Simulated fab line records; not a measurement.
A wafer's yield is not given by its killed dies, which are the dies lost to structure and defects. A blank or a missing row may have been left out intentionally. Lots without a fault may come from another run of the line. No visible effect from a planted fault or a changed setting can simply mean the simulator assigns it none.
A lot that was struck, set against a sound lot | flow sky130 | 17 out of 708 route steps
Sound: the wafers L439.1, L439.2, L439.4. Struck: wafers L445.1, L445.2, L445.4. Last of all comes the cause.
Order at every step that has rows: each side's tool, ch and its chambers, its first start. Under that, the readings that differ: sound wafers | struck wafers | difference of the means | sigmas: that difference in standard deviations of wafers without a fault.
alike: same words and numbers on both sides, and readings whose means sit less than 2 such deviations apart. not compared: any withheld reading, any reading some wafer has no value for, any bound like >300 that may hide the same value, and any number with overlapping values for which the record gives no deviation.
The two part at a step that has a row with sigmas, a row that says differs or no value, or rows on one side only. Numbers that don't overlap but have no deviation are shown without sigmas and don't part them. A reading that every wafer of one side lacks parts them only if that side has two wafers or more.

SKY_VT_ADJUST_LVTN_OVL_MEAS_07:
  sound: overlay-02 at day 9 12:26; struck: overlay-01 at day 11 11:44
  alike: VT_ADJUST_LVTN_OVL
after that, 1 step had no rows for these wafers: SKY_VT_ADJUST_LVTN_IMPLANT_08.
SKY_VT_ADJUST_LVTN_STRIP_09: strips in O2/N2.
  sound on plasma-asher-04 ch 0,1, day 9 12:37; struck on plasma-asher-02 ch 0,1, day 11 11:55
  alike: chamber-pressure-mTorr, drypump-motor-current-A, oes-product-au, strip-time-to-endpoint-s
  not compared: rf-hours-counter-h
SKY_VT_ADJUST_LVTN_TW_MEAS_10:
  sound: film-metro-02 at day 9 12:43; struck: film-metro-02 at day 11 12:01
  alike: VT_ADJUST_LVTN_TW
then, 7 steps without rows for these wafers: SKY_VT_ADJUST_LVTN_DEHYDRATE_11 (time 60 s); SKY_VT_ADJUST_LVTN_HMDS_12 (prime time 60 s); SKY_VT_ADJUST_LVTN_COAT_13 (resist thk 1140 nm); SKY_VT_ADJUST_LVTN_SOFTBAKE_14 (time 60 s); SKY_VT_ADJUST_LVTN_EXPOSE_15 (exposes mask HVN STD DERIVED, target cd 600 nm); SKY_VT_ADJUST_LVTN_PEB_16; SKY_VT_ADJUST_LVTN_DEVELOP_17 (develop time 60 s).
SKY_VT_ADJUST_LVTN_OVL_MEAS_18:
  sound: overlay-02 at day 10 10:52; struck: overlay-02 at day 12 12:35
  reading                    | sound          | struck      | difference | sigmas
  VT_ADJUST_LVTN_01_OVL (nm) | -3.5 -1.9 -0.9 | 1.5 1.6 1.5 | +3.6       | +2
SKY_VT_ADJUST_LVTN_IMPLANT_19:
  sound on implanter-03 ch 0, day 10 10:54; struck on implanter-03 ch 0, day 12 12:37
  reading            | sound                       | struck                        | difference | sigmas
  dose-ions-cm2      | 6.5e+11 6.494e+11 6.495e+11 | 8.992e+11 8.984e+11 8.985e+11 | +2.491e+11 | +99 or more
  faraday-current-uA | 3.65 3.67 3.61              | 5.10 5.03 5.04                | +1.41      | +20
  alike: end-station-pressure-torr
SKY_VT_ADJUST_LVTN_STRIP_20: strips in O2/N2.
  sound on plasma-asher-02 ch 0,1, day 10 11:03; struck on plasma-asher-02 ch 0,1, day 12 12:46
  alike: chamber-pressure-mTorr, drypump-motor-current-A, oes-product-au, strip-time-to-endpoint-s
  not compared: rf-hours-counter-h
SKY_VT_ADJUST_LVTN_TW_MEAS_21:
  sound: film-metro-04 at day 10 11:09; struck: film-metro-03 at day 12 12:52
  reading             | sound             | struck            | difference | sigmas
  VT_ADJUST_LVTN_2_TW | 187.4 188.2 188.8 | 206.7 205.9 206.0 | +18.1      | +19
then, 1 step without rows for these wafers: SKY_VT_ADJUST_NCORE_DEHYDRATE_00 (time 60 s).
-- a jump in the record: the struck wafers' starts before and after are 37 days apart (it breaks off in module VT_ADJUST_NCORE and resumes in module PAD_OPEN, where the first step shown is number 708 of the route) --
SKY_PAD_OPEN_PROBE_99:
  sound: prober-02 at day 48 03:01; struck: prober-02 at day 49 18:50
  reading                                    | sound                | struck               | difference | sigmas
  model.etest.nfet-g5v0d10v5.body-rise-v (V) | 0.6629 0.6648 0.6554 | 0.7197 0.7084 0.7194 | +0.0548    |
  model.etest.nfet_16v.body-rise-v (V)       | 0.658 0.6584 0.6498  | 0.7118 0.7026 0.7153 | +0.0545    |
  model.etest.nfet-g5v0d10v5.vt-sat-v (V)    | 0.7512 0.7462 0.7366 | 0.7985 0.7827 0.7955 | +0.0476    |
  model.etest.nfet-g5v0d10v5.vt-v (V)        | 0.8111 0.8041 0.7977 | 0.8519 0.8327 0.8484 | +0.0400    |
  model.etest.nfet_16v.vt-v (V)              | 0.7615 0.7592 0.7435 | 0.7935 0.777 0.7922  | +0.0328    |
  model.etest.nfet-g5v0d10v5.vt-long-v (V)   | 0.8013 0.8009 0.789  | 0.8369 0.8187 0.8317 | +0.0320    |
  alike: killed_at_M0_to_M3, killed_at_M4_up, killed-at-contacts, killed-at-front-end, killed-at-other, killed-dies, killed-open, killed-short
  not compared: model.etest.res-pwell-under-gate.rs-ohm-sq

## WHERE THEY PART
First at SKY_VT_ADJUST_LVTN_OVL_MEAS_18; last, within this record, at SKY_VT_ADJUST_LVTN_TW_MEAS_21. Later steps at which nothing parts them and some readings are alike: SKY_PAD_OPEN_PROBE_99.

WHY: what had been put in by the simulator
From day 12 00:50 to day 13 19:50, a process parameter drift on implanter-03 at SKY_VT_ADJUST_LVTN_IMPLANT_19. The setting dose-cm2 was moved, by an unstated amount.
